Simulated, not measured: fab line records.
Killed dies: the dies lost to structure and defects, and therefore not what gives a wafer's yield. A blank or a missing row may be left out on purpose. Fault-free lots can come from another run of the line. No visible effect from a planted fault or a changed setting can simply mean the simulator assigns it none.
fab line records / flow sky130
[record] lots = 14 wafers = 42 lastDay = 50
route steps=708 shown METAL5@661 PAD_OPEN@700
lots that met no fault: taken from a fault-free run of the same line
startH: hours from the record's opening day to when the first of the lot's shown wafers began / waitH: time in hours since the lot's previous step / " unchanged from the row above / L1.1+2: one row covering several wafers at once / - no value, or no start given / * or withheld: withheld / < > ~ a bound
route shown NAME@n: names a module that has steps shown in the file, with the first one's number in the route / usual: mean/standard deviation of fault-free wafers / same: alike in all rows / chamber/n: place in a boat / sites: each site's reading / _std_site: the standard deviation of these / _edge_site: the outer-site mean with the inner-site mean subtracted / radiusMm: for every site, how far away it sits from the centre of the wafer / mask NAME#n: copy n / behind: the last tool/chamber to shape the wafer / hold: what put the lot on hold/how long, in hours/how the hold closed / device: whichever transistor did not switch (one of n, p or np) / end of line: tests of these same wafers at the route's end / step lacking rows: just its recipe / killed: count of dies lost to structure and defects at first sort (not the wafer's yield) / map: shows each die of a wafer: x if killed, . if not, _ if none is there
set.NAME: setting as actually run; set.NAME@STEP: the setting as run at that earlier step / model.NAME: the simulator's own value behind a step, which no gauge read
one table for each step of the route and one row for each wafer, over a sample of lots
services: from which hour (startH, from the record's first day; less than 0 if before it) a tool's chamber was out of use, for how many hours, and why
[[steps]]
[step SKY_METAL5_SPUTTER_00]
[recipe] material = Ti targetThkNm = 15 powerW = 3000 timeS = 10 chamberPressurePa = 0.4
[usual] chamberPressurePa = 0.4000/0.00078 throttleValvePct = 29.9/1.5
lot.wafer=L679.3 tool=pvdSputter-01 chamber=- startH=1017.15 waitH=0.2 chamberPressurePa=0.3986 throttleValvePct=29.3
lot.wafer=L679.4 tool=pvdSputter-01 chamber=- startH=1017.15 waitH=0.2 chamberPressurePa=0.3996 throttleValvePct=29.5
lot.wafer=L679.6 tool=pvdSputter-01 chamber=- startH=1017.15 waitH=0.2 chamberPressurePa=0.3996 throttleValvePct=29.0
lot.wafer=L684.1 tool=pvdSputter-01 chamber=- startH=1033.56 waitH=0.1 chamberPressurePa=0.3986 throttleValvePct=27.8
lot.wafer=L684.3 tool=pvdSputter-01 chamber=- startH=1033.56 waitH=0.1 chamberPressurePa=0.3996 throttleValvePct=28.5
lot.wafer=L684.5 tool=pvdSputter-01 chamber=- startH=1033.56 waitH=0.1 chamberPressurePa=0.4001 throttleValvePct=28.5
lot.wafer=L686.1 tool=pvdSputter-03 chamber=- startH=1053.48 waitH=0.1 chamberPressurePa=0.3988 throttleValvePct=28.1
lot.wafer=L686.2 tool=pvdSputter-03 chamber=- startH=1053.48 waitH=0.1 chamberPressurePa=0.3990 throttleValvePct=30.8
lot.wafer=L686.5 tool=pvdSputter-03 chamber=- startH=1053.48 waitH=0.1 chamberPressurePa=0.3995 throttleValvePct=28.2
lot.wafer=L689.1 tool=pvdSputter-01 chamber=- startH=1074.09 waitH=0.2 chamberPressurePa=0.3998 throttleValvePct=28.5
lot.wafer=L689.2 tool=pvdSputter-01 chamber=- startH=1074.09 waitH=0.2 chamberPressurePa=0.4012 throttleValvePct=29.1
lot.wafer=L689.6 tool=pvdSputter-01 chamber=- startH=1074.09 waitH=0.2 chamberPressurePa=0.4016 throttleValvePct=29.7
lot.wafer=L690.1 tool=pvdSputter-03 chamber=- startH=1081.95 waitH=0.1 chamberPressurePa=0.4005 throttleValvePct=29.1
lot.wafer=L690.2 tool=pvdSputter-03 chamber=- startH=1081.95 waitH=0.1 chamberPressurePa=0.4002 throttleValvePct=30.7
lot.wafer=L690.3 tool=pvdSputter-03 chamber=- startH=1081.95 waitH=0.1 chamberPressurePa=0.3997 throttleValvePct=29.4
lot.wafer=L691.1 tool=pvdSputter-03 chamber=- startH=1091.99 waitH=0.2 chamberPressurePa=0.3995 throttleValvePct=30.5
lot.wafer=L691.4 tool=pvdSputter-03 chamber=- startH=1091.99 waitH=0.2 chamberPressurePa=0.4009 throttleValvePct=27.9
lot.wafer=L691.6 tool=pvdSputter-03 chamber=- startH=1091.99 waitH=0.2 chamberPressurePa=0.4002 throttleValvePct=28.2
lot.wafer=L692.3 tool=pvdSputter-04 chamber=- startH=1098.17 waitH=0.1 chamberPressurePa=0.4012 throttleValvePct=31.2
lot.wafer=L692.5 tool=pvdSputter-04 chamber=- startH=1098.17 waitH=0.1 chamberPressurePa=0.4001 throttleValvePct=30.7
lot.wafer=L692.6 tool=pvdSputter-04 chamber=- startH=1098.17 waitH=0.1 chamberPressurePa=0.4002 throttleValvePct=29.0
lot.wafer=L693.1 tool=pvdSputter-04 chamber=- startH=1101.47 waitH=0.1 chamberPressurePa=0.4003 throttleValvePct=30.7
lot.wafer=L693.3 tool=pvdSputter-04 chamber=- startH=1101.47 waitH=0.1 chamberPressurePa=0.3993 throttleValvePct=29.0
lot.wafer=L693.4 tool=pvdSputter-04 chamber=- startH=1101.47 waitH=0.1 chamberPressurePa=0.4013 throttleValvePct=31.2
lot.wafer=L694.2 tool=pvdSputter-04 chamber=- startH=1103.87 waitH=0.1 chamberPressurePa=0.4003 throttleValvePct=29.0
lot.wafer=L694.3 tool=pvdSputter-04 chamber=- startH=1103.87 waitH=0.1 chamberPressurePa=0.4011 throttleValvePct=33.1
lot.wafer=L694.6 tool=pvdSputter-04 chamber=- startH=1103.87 waitH=0.1 chamberPressurePa=0.3994 throttleValvePct=28.8
lot.wafer=L695.1 tool=pvdSputter-03 chamber=- startH=1119.24 waitH=0.2 chamberPressurePa=0.3995 throttleValvePct=28.1
lot.wafer=L695.2 tool=pvdSputter-03 chamber=- startH=1119.24 waitH=0.2 chamberPressurePa=0.4011 throttleValvePct=28.9
lot.wafer=L695.6 tool=pvdSputter-03 chamber=- startH=1119.24 waitH=0.2 chamberPressurePa=0.3986 throttleValvePct=28.2
lot.wafer=L698.3 tool=pvdSputter-01 chamber=- startH=1126.83 waitH=0.1 chamberPressurePa=0.4006 throttleValvePct=28.7
lot.wafer=L698.4 tool=pvdSputter-01 chamber=- startH=1126.83 waitH=0.1 chamberPressurePa=0.4000 throttleValvePct=29.6
lot.wafer=L698.6 tool=pvdSputter-01 chamber=- startH=1126.83 waitH=0.1 chamberPressurePa=0.3995 throttleValvePct=28.4
lot.wafer=L700.2 tool=pvdSputter-01 chamber=- startH=1132.98 waitH=0.1 chamberPressurePa=0.4008 throttleValvePct=28.5
lot.wafer=L700.3 tool=pvdSputter-01 chamber=- startH=1132.98 waitH=0.1 chamberPressurePa=0.4002 throttleValvePct=28.4
lot.wafer=L700.5 tool=pvdSputter-01 chamber=- startH=1132.98 waitH=0.1 chamberPressurePa=0.4001 throttleValvePct=29.7
lot.wafer=L701.1 tool=pvdSputter-04 chamber=- startH=1141.96 waitH=0.2 chamberPressurePa=0.3985 throttleValvePct=30.9
lot.wafer=L701.3 tool=pvdSputter-04 chamber=- startH=1141.96 waitH=0.2 chamberPressurePa=0.3994 throttleValvePct=28.7
lot.wafer=L701.4 tool=pvdSputter-04 chamber=- startH=1141.96 waitH=0.2 chamberPressurePa=0.3991 throttleValvePct=31.1
lot.wafer=L702.1 tool=pvdSputter-03 chamber=- startH=1147.96 waitH=0.2 chamberPressurePa=0.4002 throttleValvePct=30.7
lot.wafer=L702.2 tool=pvdSputter-03 chamber=- startH=1147.96 waitH=0.2 chamberPressurePa=0.4007 throttleValvePct=29.2
lot.wafer=L702.4 tool=pvdSputter-03 chamber=- startH=1147.96 waitH=0.2 chamberPressurePa=0.4010 throttleValvePct=28.3
[step SKY_METAL5_DESCUM_14]
[recipe] chemistry = O2 sourcePowerW = 150 biasPowerW = 0 pressureMtorr = 10 tempC = 40 timeS = 11
[usual] drypumpMotorCurrentA = 6.1/0.43 oesProductAu = 0.999/0.013
lot.wafer=L679.3 tool=rieMetal-03 chamber=1 startH=1039.45 waitH=0.1 drypumpMotorCurrentA=6.3 oesProductAu=0.987 rfHoursCounterH=-
lot.wafer=L679.4 tool=rieMetal-03 chamber=0 startH=1039.45 waitH=0.1 drypumpMotorCurrentA=6.4 oesProductAu=1.007 rfHoursCounterH=-
lot.wafer=L679.6 tool=rieMetal-03 chamber=0 startH=1039.45 waitH=0.1 drypumpMotorCurrentA=6.4 oesProductAu=1.011 rfHoursCounterH=-
lot.wafer=L684.1 tool=rieMetal-03 chamber=0 startH=1056.77 waitH=0.1 drypumpMotorCurrentA=6.4 oesProductAu=1.013 rfHoursCounterH=15
lot.wafer=L684.3 tool=rieMetal-03 chamber=1 startH=1056.77 waitH=0.1 drypumpMotorCurrentA=6.3 oesProductAu=0.980 rfHoursCounterH=-
lot.wafer=L684.5 tool=rieMetal-03 chamber=0 startH=1056.77 waitH=0.1 drypumpMotorCurrentA=6.4 oesProductAu=1.014 rfHoursCounterH=-
lot.wafer=L686.1 tool=rieMetal-03 chamber=0 startH=1076.17 waitH=0.1 drypumpMotorCurrentA=6.4 oesProductAu=1.013 rfHoursCounterH=16
lot.wafer=L686.2 tool=rieMetal-03 chamber=0 startH=1076.17 waitH=0.1 drypumpMotorCurrentA=6.4 oesProductAu=1.009 rfHoursCounterH=-
lot.wafer=L686.5 tool=rieMetal-03 chamber=0 startH=1076.17 waitH=0.1 drypumpMotorCurrentA=6.4 oesProductAu=1.007 rfHoursCounterH=-
lot.wafer=L689.1 tool=rieMetal-03 chamber=1 startH=1096.58 waitH=0.1 drypumpMotorCurrentA=6.3 oesProductAu=0.979 rfHoursCounterH=20
lot.wafer=L689.2 tool=rieMetal-03 chamber=0 startH=1096.58 waitH=0.1 drypumpMotorCurrentA=6.4 oesProductAu=1.010 rfHoursCounterH=18
lot.wafer=L689.6 tool=rieMetal-03 chamber=0 startH=1096.58 waitH=0.1 drypumpMotorCurrentA=6.4 oesProductAu=1.007 rfHoursCounterH=-
lot.wafer=L690.1 tool=rieMetal-02 chamber=0 startH=1102.28 waitH=0.1 drypumpMotorCurrentA=6.2 oesProductAu=0.972 rfHoursCounterH=13
lot.wafer=L690.2 tool=rieMetal-02 chamber=1 startH=1102.28 waitH=0.1 drypumpMotorCurrentA=5.6 oesProductAu=0.996 rfHoursCounterH=8
lot.wafer=L690.3 tool=rieMetal-02 chamber=0 startH=1102.28 waitH=0.1 drypumpMotorCurrentA=6.2 oesProductAu=0.983 rfHoursCounterH=-
lot.wafer=L691.1 tool=rieMetal-04 chamber=1 startH=1110.97 waitH=0.1 drypumpMotorCurrentA=5.2 oesProductAu=0.977 rfHoursCounterH=11
lot.wafer=L691.4 tool=rieMetal-04 chamber=0 startH=1110.97 waitH=0.1 drypumpMotorCurrentA=6.4 oesProductAu=1.003 rfHoursCounterH=-
lot.wafer=L691.6 tool=rieMetal-04 chamber=0 startH=1110.97 waitH=0.1 drypumpMotorCurrentA=6.4 oesProductAu=1.007 rfHoursCounterH=-
lot.wafer=L692.3 tool=rieMetal-02 chamber=1 startH=1117.60 waitH=0.1 drypumpMotorCurrentA=5.5 oesProductAu=1.001 rfHoursCounterH=-
lot.wafer=L692.5 tool=rieMetal-02 chamber=1 startH=1117.60 waitH=0.1 drypumpMotorCurrentA=5.5 oesProductAu=1.019 rfHoursCounterH=-
lot.wafer=L692.6 tool=rieMetal-02 chamber=0 startH=1117.60 waitH=0.1 drypumpMotorCurrentA=6.2 oesProductAu=0.998 rfHoursCounterH=-
lot.wafer=L693.1 tool=rieMetal-03 chamber=0 startH=1121.04 waitH=0.1 drypumpMotorCurrentA=6.4 oesProductAu=1.020 rfHoursCounterH=20
lot.wafer=L693.3 tool=rieMetal-03 chamber=1 startH=1121.04 waitH=0.1 drypumpMotorCurrentA=6.3 oesProductAu=0.993 rfHoursCounterH=-
lot.wafer=L693.4 tool=rieMetal-03 chamber=0 startH=1121.04 waitH=0.1 drypumpMotorCurrentA=6.4 oesProductAu=1.020 rfHoursCounterH=-
lot.wafer=L694.2 tool=rieMetal-04 chamber=0 startH=1123.32 waitH=0.1 drypumpMotorCurrentA=6.4 oesProductAu=1.010 rfHoursCounterH=17
lot.wafer=L694.3 tool=rieMetal-04 chamber=0 startH=1123.32 waitH=0.1 drypumpMotorCurrentA=6.4 oesProductAu=1.000 rfHoursCounterH=-
lot.wafer=L694.6 tool=rieMetal-04 chamber=1 startH=1123.32 waitH=0.1 drypumpMotorCurrentA=5.2 oesProductAu=0.985 rfHoursCounterH=-
lot.wafer=L695.1 tool=rieMetal-03 chamber=0 startH=1138.19 waitH=0.1 drypumpMotorCurrentA=6.4 oesProductAu=1.003 rfHoursCounterH=22
lot.wafer=L695.2 tool=rieMetal-03 chamber=1 startH=1138.19 waitH=0.1 drypumpMotorCurrentA=6.3 oesProductAu=0.988 rfHoursCounterH=24
lot.wafer=L695.6 tool=rieMetal-03 chamber=0 startH=1138.19 waitH=0.1 drypumpMotorCurrentA=6.4 oesProductAu=1.001 rfHoursCounterH=-
lot.wafer=L698.3 tool=rieMetal-03 chamber=1 startH=1145.99 waitH=0.1 drypumpMotorCurrentA=6.3 oesProductAu=0.991 rfHoursCounterH=-
lot.wafer=L698.4 tool=rieMetal-03 chamber=0 startH=1145.99 waitH=0.1 drypumpMotorCurrentA=6.4 oesProductAu=1.003 rfHoursCounterH=-
lot.wafer=L698.6 tool=rieMetal-03 chamber=0 startH=1145.99 waitH=0.1 drypumpMotorCurrentA=6.4 oesProductAu=1.016 rfHoursCounterH=-
lot.wafer=L700.2 tool=rieMetal-04 chamber=0 startH=1151.19 waitH=0.1 drypumpMotorCurrentA=6.4 oesProductAu=1.026 rfHoursCounterH=19
lot.wafer=L700.3 tool=rieMetal-04 chamber=0 startH=1151.19 waitH=0.1 drypumpMotorCurrentA=6.4 oesProductAu=1.002 rfHoursCounterH=-
lot.wafer=L700.5 tool=rieMetal-04 chamber=1 startH=1151.19 waitH=0.1 drypumpMotorCurrentA=5.2 oesProductAu=0.984 rfHoursCounterH=-
lot.wafer=L701.1 tool=rieMetal-02 chamber=1 startH=1160.52 waitH=0.1 drypumpMotorCurrentA=5.5 oesProductAu=1.014 rfHoursCounterH=13
lot.wafer=L701.3 tool=rieMetal-02 chamber=1 startH=1160.52 waitH=0.1 drypumpMotorCurrentA=5.5 oesProductAu=1.018 rfHoursCounterH=-
lot.wafer=L701.4 tool=rieMetal-02 chamber=0 startH=1160.52 waitH=0.1 drypumpMotorCurrentA=6.3 oesProductAu=0.981 rfHoursCounterH=-
lot.wafer=L702.1 tool=rieMetal-02 chamber=1 startH=1165.43 waitH=0.1 drypumpMotorCurrentA=5.5 oesProductAu=1.011 rfHoursCounterH=14
lot.wafer=L702.2 tool=rieMetal-02 chamber=0 startH=1165.43 waitH=0.1 drypumpMotorCurrentA=6.2 oesProductAu=1.005 rfHoursCounterH=18
lot.wafer=L702.4 tool=rieMetal-02 chamber=1 startH=1165.43 waitH=0.1 drypumpMotorCurrentA=5.6 oesProductAu=1.017 rfHoursCounterH=-
[step SKY_METAL5_METAL_ETCH_15]
[recipe] targetDepthA = 12600 stopOn = SiO2 overEtchFrac = 0.2 timeS = 252 chemistry = Cl2/BCl3 resistSidewallDeg = 86 pressureMtorr = 10 icpW = 900 biasW = 48.5 Cl2_flow_sccm = 60 bcl3FlowSccm = 30
[usual] drypumpMotorCurrentA = 6.1/0.43 oesProductAu = 0.894/0.0051 throttleValvePct = 22.263/0.0094
lot.wafer=L679.3 tool=rieMetal-03 chamber=1 startH=1039.55 waitH=0.1 drypumpMotorCurrentA=6.3 oesProductAu=0.896 rfHoursCounterH=- throttleValvePct=22.271
lot.wafer=L679.4 tool=rieMetal-03 chamber=0 startH=1039.55 waitH=0.1 drypumpMotorCurrentA=6.4 oesProductAu=0.893 rfHoursCounterH=- throttleValvePct=22.257
lot.wafer=L679.6 tool=rieMetal-03 chamber=0 startH=1039.55 waitH=0.1 drypumpMotorCurrentA=6.4 oesProductAu=0.902 rfHoursCounterH=- throttleValvePct=22.264
lot.wafer=L684.1 tool=rieMetal-03 chamber=0 startH=1056.80 waitH=0.0 drypumpMotorCurrentA=6.4 oesProductAu=0.892 rfHoursCounterH=15 throttleValvePct=22.262
lot.wafer=L684.3 tool=rieMetal-03 chamber=1 startH=1056.80 waitH=0.0 drypumpMotorCurrentA=6.3 oesProductAu=0.894 rfHoursCounterH=- throttleValvePct=22.262
lot.wafer=L684.5 tool=rieMetal-03 chamber=0 startH=1056.80 waitH=0.0 drypumpMotorCurrentA=6.4 oesProductAu=0.897 rfHoursCounterH=- throttleValvePct=22.259
lot.wafer=L686.1 tool=rieMetal-03 chamber=0 startH=1076.24 waitH=0.1 drypumpMotorCurrentA=6.4 oesProductAu=0.898 rfHoursCounterH=17 throttleValvePct=22.257
lot.wafer=L686.2 tool=rieMetal-03 chamber=0 startH=1076.24 waitH=0.1 drypumpMotorCurrentA=6.4 oesProductAu=0.894 rfHoursCounterH=- throttleValvePct=22.266
lot.wafer=L686.5 tool=rieMetal-03 chamber=0 startH=1076.24 waitH=0.1 drypumpMotorCurrentA=6.4 oesProductAu=0.895 rfHoursCounterH=- throttleValvePct=22.265
lot.wafer=L689.1 tool=rieMetal-03 chamber=1 startH=1096.62 waitH=0.0 drypumpMotorCurrentA=6.3 oesProductAu=0.900 rfHoursCounterH=20 throttleValvePct=22.270
lot.wafer=L689.2 tool=rieMetal-03 chamber=0 startH=1096.62 waitH=0.0 drypumpMotorCurrentA=6.4 oesProductAu=0.899 rfHoursCounterH=18 throttleValvePct=22.249
lot.wafer=L689.6 tool=rieMetal-03 chamber=0 startH=1096.62 waitH=0.0 drypumpMotorCurrentA=6.4 oesProductAu=0.897 rfHoursCounterH=- throttleValvePct=22.253
lot.wafer=L690.1 tool=rieMetal-02 chamber=0 startH=1102.32 waitH=0.0 drypumpMotorCurrentA=6.2 oesProductAu=0.893 rfHoursCounterH=13 throttleValvePct=22.282
lot.wafer=L690.2 tool=rieMetal-02 chamber=1 startH=1102.32 waitH=0.0 drypumpMotorCurrentA=5.6 oesProductAu=0.892 rfHoursCounterH=8 throttleValvePct=22.250
lot.wafer=L690.3 tool=rieMetal-02 chamber=0 startH=1102.32 waitH=0.0 drypumpMotorCurrentA=6.3 oesProductAu=0.895 rfHoursCounterH=- throttleValvePct=22.259
lot.wafer=L691.1 tool=rieMetal-04 chamber=1 startH=1111.00 waitH=0.0 drypumpMotorCurrentA=5.2 oesProductAu=0.898 rfHoursCounterH=11 throttleValvePct=22.282
lot.wafer=L691.4 tool=rieMetal-04 chamber=0 startH=1111.00 waitH=0.0 drypumpMotorCurrentA=6.4 oesProductAu=0.892 rfHoursCounterH=- throttleValvePct=22.261
lot.wafer=L691.6 tool=rieMetal-04 chamber=0 startH=1111.00 waitH=0.0 drypumpMotorCurrentA=6.4 oesProductAu=0.895 rfHoursCounterH=- throttleValvePct=22.265
lot.wafer=L692.3 tool=rieMetal-02 chamber=1 startH=1117.71 waitH=0.1 drypumpMotorCurrentA=5.6 oesProductAu=0.900 rfHoursCounterH=- throttleValvePct=22.257
lot.wafer=L692.5 tool=rieMetal-02 chamber=1 startH=1117.71 waitH=0.1 drypumpMotorCurrentA=5.5 oesProductAu=0.889 rfHoursCounterH=- throttleValvePct=22.242
lot.wafer=L692.6 tool=rieMetal-02 chamber=0 startH=1117.71 waitH=0.1 drypumpMotorCurrentA=6.2 oesProductAu=0.889 rfHoursCounterH=- throttleValvePct=22.249
lot.wafer=L693.1 tool=rieMetal-03 chamber=0 startH=1121.08 waitH=0.0 drypumpMotorCurrentA=6.4 oesProductAu=0.888 rfHoursCounterH=20 throttleValvePct=22.260
lot.wafer=L693.3 tool=rieMetal-03 chamber=1 startH=1121.08 waitH=0.0 drypumpMotorCurrentA=6.2 oesProductAu=0.888 rfHoursCounterH=- throttleValvePct=22.268
lot.wafer=L693.4 tool=rieMetal-03 chamber=0 startH=1121.08 waitH=0.0 drypumpMotorCurrentA=6.4 oesProductAu=0.890 rfHoursCounterH=- throttleValvePct=22.238
lot.wafer=L694.2 tool=rieMetal-04 chamber=0 startH=1123.35 waitH=0.0 drypumpMotorCurrentA=6.4 oesProductAu=0.888 rfHoursCounterH=17 throttleValvePct=22.260
lot.wafer=L694.3 tool=rieMetal-04 chamber=0 startH=1123.35 waitH=0.0 drypumpMotorCurrentA=6.4 oesProductAu=0.899 rfHoursCounterH=- throttleValvePct=22.269
lot.wafer=L694.6 tool=rieMetal-04 chamber=1 startH=1123.35 waitH=0.0 drypumpMotorCurrentA=5.2 oesProductAu=0.890 rfHoursCounterH=- throttleValvePct=22.250
lot.wafer=L695.1 tool=rieMetal-03 chamber=0 startH=1138.23 waitH=0.0 drypumpMotorCurrentA=6.4 oesProductAu=0.880 rfHoursCounterH=22 throttleValvePct=22.266
lot.wafer=L695.2 tool=rieMetal-03 chamber=1 startH=1138.23 waitH=0.0 drypumpMotorCurrentA=6.3 oesProductAu=0.894 rfHoursCounterH=24 throttleValvePct=22.274
lot.wafer=L695.6 tool=rieMetal-03 chamber=0 startH=1138.23 waitH=0.0 drypumpMotorCurrentA=6.4 oesProductAu=0.889 rfHoursCounterH=- throttleValvePct=22.255
lot.wafer=L698.3 tool=rieMetal-03 chamber=1 startH=1146.10 waitH=0.1 drypumpMotorCurrentA=6.3 oesProductAu=0.895 rfHoursCounterH=- throttleValvePct=22.259
lot.wafer=L698.4 tool=rieMetal-03 chamber=0 startH=1146.10 waitH=0.1 drypumpMotorCurrentA=6.4 oesProductAu=0.903 rfHoursCounterH=- throttleValvePct=22.258
lot.wafer=L698.6 tool=rieMetal-03 chamber=0 startH=1146.10 waitH=0.1 drypumpMotorCurrentA=6.4 oesProductAu=0.889 rfHoursCounterH=- throttleValvePct=22.251
lot.wafer=L700.2 tool=rieMetal-04 chamber=0 startH=1151.23 waitH=0.0 drypumpMotorCurrentA=6.4 oesProductAu=0.890 rfHoursCounterH=19 throttleValvePct=22.263
lot.wafer=L700.3 tool=rieMetal-04 chamber=0 startH=1151.23 waitH=0.0 drypumpMotorCurrentA=6.4 oesProductAu=0.894 rfHoursCounterH=- throttleValvePct=22.264
lot.wafer=L700.5 tool=rieMetal-04 chamber=1 startH=1151.23 waitH=0.0 drypumpMotorCurrentA=5.2 oesProductAu=0.897 rfHoursCounterH=- throttleValvePct=22.263
lot.wafer=L701.1 tool=rieMetal-02 chamber=1 startH=1160.55 waitH=0.0 drypumpMotorCurrentA=5.5 oesProductAu=0.902 rfHoursCounterH=13 throttleValvePct=22.251
lot.wafer=L701.3 tool=rieMetal-02 chamber=1 startH=1160.55 waitH=0.0 drypumpMotorCurrentA=5.5 oesProductAu=0.894 rfHoursCounterH=- throttleValvePct=22.254
lot.wafer=L701.4 tool=rieMetal-02 chamber=0 startH=1160.55 waitH=0.0 drypumpMotorCurrentA=6.3 oesProductAu=0.892 rfHoursCounterH=- throttleValvePct=22.259
lot.wafer=L702.1 tool=rieMetal-02 chamber=1 startH=1165.47 waitH=0.0 drypumpMotorCurrentA=5.5 oesProductAu=0.887 rfHoursCounterH=14 throttleValvePct=22.271
lot.wafer=L702.2 tool=rieMetal-02 chamber=0 startH=1165.47 waitH=0.0 drypumpMotorCurrentA=6.3 oesProductAu=0.899 rfHoursCounterH=19 throttleValvePct=22.251
lot.wafer=L702.4 tool=rieMetal-02 chamber=1 startH=1165.47 waitH=0.0 drypumpMotorCurrentA=5.5 oesProductAu=0.902 rfHoursCounterH=- throttleValvePct=22.276
[step SKY_PAD_OPEN_DEVELOP_06]
[recipe] developTimeS = 60 devTempC = 23
[usual] chillPlateTempC = 23.02/0.1 developTimeS = 60/0
lot.wafer=L679.3 tool=lithoTrack-03 chamber=0 startH=1086 waitH=- chillPlateTempC=23.14 developTimeS=60
lot.wafer=L679.4 tool=lithoTrack-03 chamber=0 startH=1086 waitH=- chillPlateTempC=23.18 developTimeS=60
lot.wafer=L679.6 tool=lithoTrack-03 chamber=0 startH=1086 waitH=- chillPlateTempC=23.06 developTimeS=60
lot.wafer=L684.1 tool=lithoTrack-03 chamber=0 startH=1101 waitH=- chillPlateTempC=23.15 developTimeS=60
lot.wafer=L684.3 tool=lithoTrack-03 chamber=0 startH=1101 waitH=- chillPlateTempC=22.96 developTimeS=60
lot.wafer=L684.5 tool=lithoTrack-03 chamber=0 startH=1101 waitH=- chillPlateTempC=23.11 developTimeS=60
lot.wafer=L686.1 tool=lithoTrack-03 chamber=0 startH=1118 waitH=- chillPlateTempC=23.16 developTimeS=60
lot.wafer=L686.2 tool=lithoTrack-03 chamber=0 startH=1118 waitH=- chillPlateTempC=23.07 developTimeS=60
lot.wafer=L686.5 tool=lithoTrack-03 chamber=0 startH=1118 waitH=- chillPlateTempC=22.90 developTimeS=60
lot.wafer=L689.1 tool=lithoTrack-03 chamber=0 startH=1136 waitH=- chillPlateTempC=22.98 developTimeS=60
lot.wafer=L689.2 tool=lithoTrack-03 chamber=0 startH=1136 waitH=- chillPlateTempC=22.89 developTimeS=60
lot.wafer=L689.6 tool=lithoTrack-03 chamber=0 startH=1136 waitH=- chillPlateTempC=22.94 developTimeS=60
lot.wafer=L690.1 tool=lithoTrack-02 chamber=0 startH=1141 waitH=- chillPlateTempC=22.93 developTimeS=60
lot.wafer=L690.2 tool=lithoTrack-02 chamber=0 startH=1141 waitH=- chillPlateTempC=23.17 developTimeS=60
lot.wafer=L690.3 tool=lithoTrack-02 chamber=0 startH=1141 waitH=- chillPlateTempC=22.96 developTimeS=60
lot.wafer=L691.1 tool=lithoTrack-03 chamber=0 startH=1149 waitH=- chillPlateTempC=22.88 developTimeS=60
lot.wafer=L691.4 tool=lithoTrack-03 chamber=0 startH=1149 waitH=- chillPlateTempC=22.82 developTimeS=60
lot.wafer=L691.6 tool=lithoTrack-03 chamber=0 startH=1149 waitH=- chillPlateTempC=22.92 developTimeS=60
lot.wafer=L692.3 tool=lithoTrack-02 chamber=- startH=1155 waitH=- chillPlateTempC=- developTimeS=-
lot.wafer=L692.5 tool=lithoTrack-02 chamber=- startH=1156 waitH=- chillPlateTempC=- developTimeS=-
lot.wafer=L692.6 tool=lithoTrack-02 chamber=- startH=1156 waitH=- chillPlateTempC=- developTimeS=-
lot.wafer=L693.1 tool=lithoTrack-03 chamber=- startH=1159 waitH=- chillPlateTempC=- developTimeS=-
lot.wafer=L693.3 tool=lithoTrack-03 chamber=- startH=1159 waitH=- chillPlateTempC=- developTimeS=-
lot.wafer=L693.4 tool=lithoTrack-03 chamber=- startH=1159 waitH=- chillPlateTempC=- developTimeS=-
lot.wafer=L694.2 tool=lithoTrack-03 chamber=0 startH=1160 waitH=- chillPlateTempC=23.13 developTimeS=60
lot.wafer=L694.3 tool=lithoTrack-03 chamber=0 startH=1160 waitH=- chillPlateTempC=23.03 developTimeS=60
lot.wafer=L694.6 tool=lithoTrack-03 chamber=0 startH=1160 waitH=- chillPlateTempC=23.11 developTimeS=60
lot.wafer=L695.1 tool=lithoTrack-01 chamber=0 startH=1175 waitH=- chillPlateTempC=22.87 developTimeS=60
lot.wafer=L695.2 tool=lithoTrack-01 chamber=0 startH=1175 waitH=- chillPlateTempC=23.06 developTimeS=60
lot.wafer=L695.6 tool=lithoTrack-01 chamber=0 startH=1175 waitH=- chillPlateTempC=23.05 developTimeS=60
lot.wafer=L698.3 tool=lithoTrack-03 chamber=0 startH=1181 waitH=- chillPlateTempC=22.78 developTimeS=60
lot.wafer=L698.4 tool=lithoTrack-03 chamber=0 startH=1181 waitH=- chillPlateTempC=23.03 developTimeS=60
lot.wafer=L698.6 tool=lithoTrack-03 chamber=0 startH=1181 waitH=- chillPlateTempC=23.06 developTimeS=60
lot.wafer=L700.2 tool=lithoTrack-02 chamber=0 startH=1186 waitH=- chillPlateTempC=22.95 developTimeS=60
lot.wafer=L700.3 tool=lithoTrack-02 chamber=0 startH=1186 waitH=- chillPlateTempC=22.87 developTimeS=60
lot.wafer=L700.5 tool=lithoTrack-02 chamber=0 startH=1186 waitH=- chillPlateTempC=22.97 developTimeS=60
lot.wafer=L701.1 tool=lithoTrack-02 chamber=0 startH=1194 waitH=- chillPlateTempC=22.90 developTimeS=60
lot.wafer=L701.3 tool=lithoTrack-02 chamber=0 startH=1194 waitH=- chillPlateTempC=22.94 developTimeS=60
lot.wafer=L701.4 tool=lithoTrack-02 chamber=0 startH=1194 waitH=- chillPlateTempC=22.97 developTimeS=60
lot.wafer=L702.1 tool=lithoTrack-02 chamber=0 startH=1198 waitH=- chillPlateTempC=23.33 developTimeS=60
lot.wafer=L702.2 tool=lithoTrack-02 chamber=0 startH=1198 waitH=- chillPlateTempC=23.13 developTimeS=60
lot.wafer=L702.4 tool=lithoTrack-02 chamber=0 startH=1198 waitH=- chillPlateTempC=23.06 developTimeS=60
[[services]]
tool=pvdSputter-03 chamber=- startH=1003.82 hours=0.9 kind=repair
tool=rieMetal-03 chamber=- startH=1005.45 hours=28.1 kind=pm
tool=rieMetal-04 chamber=- startH=1007.60 hours=1.9 kind=repair
tool=rieMetal-02 chamber=0 startH=1049.72 hours=31.4 kind=repair
tool=rieMetal-03 chamber=1 startH=1072.53 hours=12.8 kind=repair
tool=pvdSputter-01 chamber=- startH=1081.02 hours=11.1 kind=repair
tool=lithoTrack-02 chamber=- startH=1095.52 hours=- kind=consumableReplace:filter
tool=rieMetal-03 chamber=- startH=1098.97 hours=0.6 kind=repair
tool=pvdSputter-03 chamber=- startH=1149.58 hours=0.9 kind=repair
tool=rieMetal-02 chamber=- startH=1174.99 hours=1.2 kind=repair
tool=pvdSputter-01 chamber=- startH=1182.80 hours=3.1 kind=repair
tool=pvdSputter-04 chamber=- startH=1190.53 hours=1.6 kind=repair
[[key]]
[firstSign] step = SKY_PAD_OPEN_DEVELOP_06 reading = toolRecord direction = missing
effect none on later readings
metAt SKY_PAD_OPEN_DEVELOP_06
struckLots L692,L693
laterRowsLeftOut L692.3,L692.5,L692.6,L693.1,L693.3,L693.4
sortLeftOut L692.3,L692.5,L692.6,L693.1,L693.3,L693.4
notActingAt SKY_METAL5_SPUTTER_00,SKY_METAL5_DESCUM_14,SKY_METAL5_METAL_ETCH_15
onsetBetween 1149 1155
[fault] kind = skippedStepWhole tool = lithoTrack-02,lithoTrack-03 chamber = - onsetH = 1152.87 steps = SKY_PAD_OPEN_DEVELOP_06 scope = struckLotsOnly
// sortLeftOut: the simulated sort isn't trusted on such a fault, so these wafers' sort isn't shown, and their yield isn't known
// laterRowsLeftOut: the simulator's readings of these wafers behind a module that went badly wrong aren't trusted and aren't shown, but for the sort
